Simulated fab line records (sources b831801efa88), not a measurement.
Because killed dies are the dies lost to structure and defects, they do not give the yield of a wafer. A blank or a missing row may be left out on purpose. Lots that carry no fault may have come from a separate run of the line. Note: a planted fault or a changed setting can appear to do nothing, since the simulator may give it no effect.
Comparing a struck lot with a sound one | flow sky130 | 17 steps out of a route of 708
Sound: wafers L362.2, L362.4, L362.6. Struck: wafer L374.1 (left out: L374.2, L374.5 of the same lot, which were not struck); the cause appears at the end.
Order at every step that has rows: each side's tool, ch and its chambers, its first start. Under that, the readings that differ: sound wafers | struck wafers | difference of the means | sigmas: that difference in standard deviations of wafers without a fault.
alike: same words and numbers on both sides, and readings whose means sit less than 2 such deviations apart. not compared: any withheld reading, any reading some wafer has no value for, any bound like >300 that may hide the same value, and any number with overlapping values for which the record gives no deviation.
Wherever a step has rows on one side only, a row that says differs or no value, or a row with sigmas, the two part there. Numbers that don't overlap but have no deviation are shown without sigmas and don't part them. A reading that every wafer of one side lacks parts them only if that side has two wafers or more.

first, 2 steps without rows for these wafers: SKY_CONTACT_PEB_12; SKY_CONTACT_DEVELOP_13 (develop time 60 s).
SKY_CONTACT_CD_MEAS_14: target cd 170 nm.
  sound: cdSem-01 at day 31 00:52; struck: cdSem-01 at day 35 07:27
  alike: cdNm
SKY_CONTACT_OVL_MEAS_15:
  sound: overlay-01 at day 31 00:59; struck: overlay-02 at day 35 07:34
  alike: CONTACT_OVL
then, 1 step without rows for these wafers: SKY_CONTACT_ETCH_16 (etches BARC in N2/H2, stops on SiO2, time 45.9 s, target depth 60 nm).
SKY_CONTACT_ETCH_17: etches SiO2 in C4F8/O2/Ar, stops on Si3N4, target depth 340 nm.
  sound on rieDiel-02 ch 0,1,3, day 31 01:03; struck on rieDiel-03 ch 0, day 35 07:39
reading                      | sound             | struck | difference | sigmas
chamberPressureMTorr (mTorr) | 39.97 39.96 39.99 | 40.04  | +0.07      | +2
  alike: oesProductAu, rfFwdPowerW
SKY_CONTACT_ETCH_18: etches Si3N4 in CHF3/O2, stops on TiN, time 39 s, target depth 75 nm.
  sound on rieDiel-02 ch 0,1,3; struck on rieDiel-03 ch 0
reading                  | sound       | struck | difference | sigmas
drypumpMotorCurrentA (A) | 5.4 5.7 5.3 | 6.6    | +1.1       | +3
  alike: chamberPressureMTorr, oesProductAu, rfFwdPowerW, throttleValvePct
  not compared: rfHoursCounterH
SKY_CONTACT_STRIP_19: strips in O2/N2.
  sound on plasmaAsher-02 ch 0,1, day 31 01:08; struck on plasmaAsher-01 ch 1, day 35 07:44
reading                      | sound                | struck | difference | sigmas
chamberPressureMTorr (mTorr) | 1496.0 1499.0 1500.6 | 1503.2 | +4.7       | +3
drypumpMotorCurrentA (A)     | 5.8 5.1 5.1          | 6.4    | +1.1       | +2
  alike: oesProductAu, stripTimeToEndpointS
  not compared: rfHoursCounterH
then, 3 steps without rows for these wafers: SKY_CONTACT_STRIP_20 (strips in post etch residue remover, time 1200 s); SKY_CONTACT_CLEAN_21 (cleans in IPA, time 180 s); SKY_CONTACT_CLEAN_22 (cleans in O3/DIW).
SKY_CONTACT_SPUTTER_23: material TiN, target thk 20 nm, time 80 s.
  sound: pvdSputter-04 at day 31 01:44; struck: pvdSputter-03 at day 35 08:20
  alike: throttleValvePct
SKY_CONTACT_CVD_24: deposits W, target thk 340 nm, time 102.12 s.
  sound on cvdW-02 ch 0,1, day 31 01:47; struck on cvdW-01 ch 0, day 35 08:24
reading                              | sound             | struck | difference | sigmas
model.W_of_CONTACT_CVD_24.thkNm (nm) | 341.4 342.3 343.7 | 257    | -85        | 
  alike: heaterPowerW
SKY_CONTACT_RS_MEAS_25: the measuring method here is four-point-probe.
  sound: filmMetro-02 at day 31 01:55; struck: filmMetro-01 at day 35 08:55
reading               | sound             | struck | difference | sigmas
CONTACT_W_RS (ohm/sq) | 0.336 0.335 0.334 | 0.448  | +0.113     | +35
  not compared: hold
SKY_CONTACT_THK_MEAS_26: measures by xrf.
  sound: filmMetro-02 at day 31 02:02; struck: filmMetro-01 at day 35 12:06
reading            | sound       | struck | difference | sigmas
CONTACT_W_THK (nm) | 336 333 335 | 255    | -80        | -22
  not compared: hold
SKY_CONTACT_CMP_27: polishes, stops on SiO2, t overpolish 15 s, target thk 0 nm.
  sound on cmp-01 ch 0,1,3, day 31 02:05; struck on cmp-02 ch 0, day 35 15:11
reading             | sound    | struck                  | difference                   | sigmas
hold                | - - -    | awaitDispo/3.0h/release | no value on the sound wafers | 
timeToEndpointS (s) | 80 84 83 | 61                      | -21                          | -7
  alike: motorCurrentA
SKY_METAL1_SPUTTER_00: material Ti, target thk 15 nm, time 10 s.
  sound: pvdSputter-01 at day 31 02:23; struck: pvdSputter-01 at day 35 15:29
  alike: throttleValvePct

WHERE THEY PART
At SKY_CONTACT_ETCH_17 first; at SKY_CONTACT_CMP_27 last (within this record only). Later steps at which nothing parts them and some readings are alike: SKY_METAL1_SPUTTER_00.

WHY: what the simulator had put in
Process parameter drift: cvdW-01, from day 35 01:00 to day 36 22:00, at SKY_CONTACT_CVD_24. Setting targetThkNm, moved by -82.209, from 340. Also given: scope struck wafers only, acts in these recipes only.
